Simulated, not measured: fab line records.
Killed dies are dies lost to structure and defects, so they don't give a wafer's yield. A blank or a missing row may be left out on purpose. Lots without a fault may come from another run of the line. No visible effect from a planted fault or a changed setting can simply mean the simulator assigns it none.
Chamber matching -- flow gf180mcu -- rie-diel-03 running GF_CONTACT_ETCH_16: 4 sister chambers
The step etches BARC in N2/H2. 4 wafers are shown with their chamber, then 7 later ones without.

WAFERS PAIRED WITH THEIR CHAMBERS
wafer,chamber,drypump-motor-current-A (A)
L080.1,3,5.21
L080.2,1,5.40
L083.1,0,5.44
L083.3,2,4.91

WAFERS WITHOUT THEIR CHAMBER
wafer,drypump-motor-current-A (A)
L083.4,5.20
L090.4,5.39
L090.5,5.49
L090.6,5.20
L095.2,5.40
L095.3,4.91
L095.6,5.50

CHAMBER TAKEN BY EACH
wafer,from the rows above,in truth
L083.4,3,3
L090.4,can't be placed: 1 or 0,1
L090.5,can't be placed: 0 or 1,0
L090.6,3,3
L095.2,can't be placed: 1 or 0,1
L095.3,2,2
L095.6,can't be placed: 0 or 1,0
3 of 7 placed correctly. Can't be placed from these rows: 4 (the true chamber is among the candidates in 4). Wrongly placed: 0.
How it was worked out, from the rows above alone: a wafer's distance from a chamber is the root of the sum, over the readings, of the square of ((its reading less the chamber's mean) divided by the reading's scatter). If the next closest chamber is less than 2 further off than the closest, the wafer can't be placed; otherwise it belongs to the closest. For every chamber, the mean is computed from those of its wafers that are shown. The scatter: with one shown wafer a chamber, the root of the mean of the squares of how far each hidden wafer lies from its nearest shown one.
